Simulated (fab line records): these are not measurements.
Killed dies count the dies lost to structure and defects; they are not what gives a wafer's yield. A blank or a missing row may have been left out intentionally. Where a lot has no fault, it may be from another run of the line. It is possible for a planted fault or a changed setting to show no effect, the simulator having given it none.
The tool behind it: which one? / flow gf180mcu / Sampling: 13 lots, 39 wafers, 2 of 602 route steps

WHAT EACH GAUGE READ, for each wafer
GF_M1_CD_MEAS_14: the cd target is 230 nm.
lot=L678; measured=day 16 22:36; on=cd_sem-02; cd_nm (nm)=229.7 229.4 230.0
lot=L679; measured=day 17 05:45; on=cd_sem-02; cd_nm (nm)=229.8 229.9 229.0
lot=L680; measured=day 17 16:46; on=cd_sem-01; cd_nm (nm)=231.9 232.1 232.2
lot=L681; measured=day 17 23:55; on=cd_sem-01; cd_nm (nm)=230.8 230.9 232.1
lot=L682; measured=day 18 09:35; on=cd_sem-01; cd_nm (nm)=230.7 230.1 230.3
lot=L683; measured=day 18 19:19; on=cd_sem-02; cd_nm (nm)=229.9 227.3 228.0
lot=L684; measured=day 19 08:11; on=cd_sem-02; cd_nm (nm)=228.8 229.5 228.2
lot=L685; measured=day 19 16:56; on=cd_sem-02; cd_nm (nm)=229.1 230.4 229.5
lot=L687; measured=day 20 15:03; on=cd_sem-01; cd_nm (nm)=230.6 232.4 230.9
lot=L688; measured=day 21 02:12; on=cd_sem-02; cd_nm (nm)=230.1 230.4 230.3
lot=L689; measured=day 21 09:05; on=cd_sem-02; cd_nm (nm)=231.1 231.9 231.1
lot=L699; measured=day 24 22:49; on=cd_sem-01; cd_nm (nm)=230.8 231.1 231.0
lot=L701; measured=day 25 07:17; on=cd_sem-02; cd_nm (nm)=231.1 231.4 231.4

EACH LOT AND THE TOOL THAT RAN IT (in order: tool; ch and the chambers of the sampled wafers; start)
lot=L678; GF_CONTACT_CVD_24=cvd_w-01 ch 0,1, day 16 00:06
lot=L679; GF_CONTACT_CVD_24=cvd_w-02 ch 0,1, day 16 06:17
lot=L680; GF_CONTACT_CVD_24=cvd_w-02 ch 0,1, day 16 17:55
lot=L681; GF_CONTACT_CVD_24=cvd_w-01 ch 0,1, day 17 00:48
lot=L682; GF_CONTACT_CVD_24=cvd_w-02 ch 0,1, day 17 09:53
lot=L683; GF_CONTACT_CVD_24=cvd_w-02 ch 0,1, day 17 18:17
lot=L684; GF_CONTACT_CVD_24=cvd_w-02 ch 0,1, day 18 06:10
lot=L685; GF_CONTACT_CVD_24=cvd_w-02 ch 0,1, day 18 15:30
lot=L687; GF_CONTACT_CVD_24=cvd_w-01 ch 0,1, day 19 13:55
lot=L688; GF_CONTACT_CVD_24=cvd_w-02 ch 0,1, day 20 01:25
lot=L689; GF_CONTACT_CVD_24=cvd_w-02 ch 0,1, day 20 07:48
lot=L699; GF_CONTACT_CVD_24=cvd_w-01 ch 0,1, day 23 23:55
lot=L701; GF_CONTACT_CVD_24=cvd_w-01 ch 0,1, day 24 08:21
- GF_CONTACT_CVD_24: deposits W, target thk 300 nm, time 90.339 s.

WHAT THE TOOLS THEMSELVES READ (means of the sampled wafers that have a number; where no wafer has one, the mark that the record gives instead)
GF_CONTACT_CVD_24.
lot=L678; tool=cvd_w-01; heater_power_w (W)=857
lot=L679; tool=cvd_w-02; heater_power_w (W)=829
lot=L680; tool=cvd_w-02; heater_power_w (W)=783
lot=L681; tool=cvd_w-01; heater_power_w (W)=830
lot=L682; tool=cvd_w-02; heater_power_w (W)=841
lot=L683; tool=cvd_w-02; heater_power_w (W)=845
lot=L684; tool=cvd_w-02; heater_power_w (W)=791
lot=L685; tool=cvd_w-02; heater_power_w (W)=787
lot=L687; tool=cvd_w-01; heater_power_w (W)=806
lot=L688; tool=cvd_w-02; heater_power_w (W)=784
lot=L689; tool=cvd_w-02; heater_power_w (W)=782
lot=L699; tool=cvd_w-01; heater_power_w (W)=804
lot=L701; tool=cvd_w-01; heater_power_w (W)=807

THE ANSWER, worked out from the rows above alone
Rule: what is usual is taken from the lots themselves. Put in order of their means at a reading, lots are off if they are a third of the lots or fewer, leave a main group of 4 or more, and stand apart from it by a gap of 3 or more times the standard deviation of the main group's means; of several such gaps the widest counts. The tables above print the reading to a certain number of digits; a main group whose means all agree to those digits is not used. A lot without any number at a reading at which 4 lots or more have one is off too. All remaining lots with rows at the step are treated as sound. Order of review: gauges by route order, followed by the tools' own readings, for which a lot's mean as printed above is used. The first step at which some lot is off is used, and at that step the reading that is off furthest; a lot without a number counts as furthest.
No lot is off at any reading shown: from this, nothing can be told.

WHAT THE SIMULATOR HAD PUT IN
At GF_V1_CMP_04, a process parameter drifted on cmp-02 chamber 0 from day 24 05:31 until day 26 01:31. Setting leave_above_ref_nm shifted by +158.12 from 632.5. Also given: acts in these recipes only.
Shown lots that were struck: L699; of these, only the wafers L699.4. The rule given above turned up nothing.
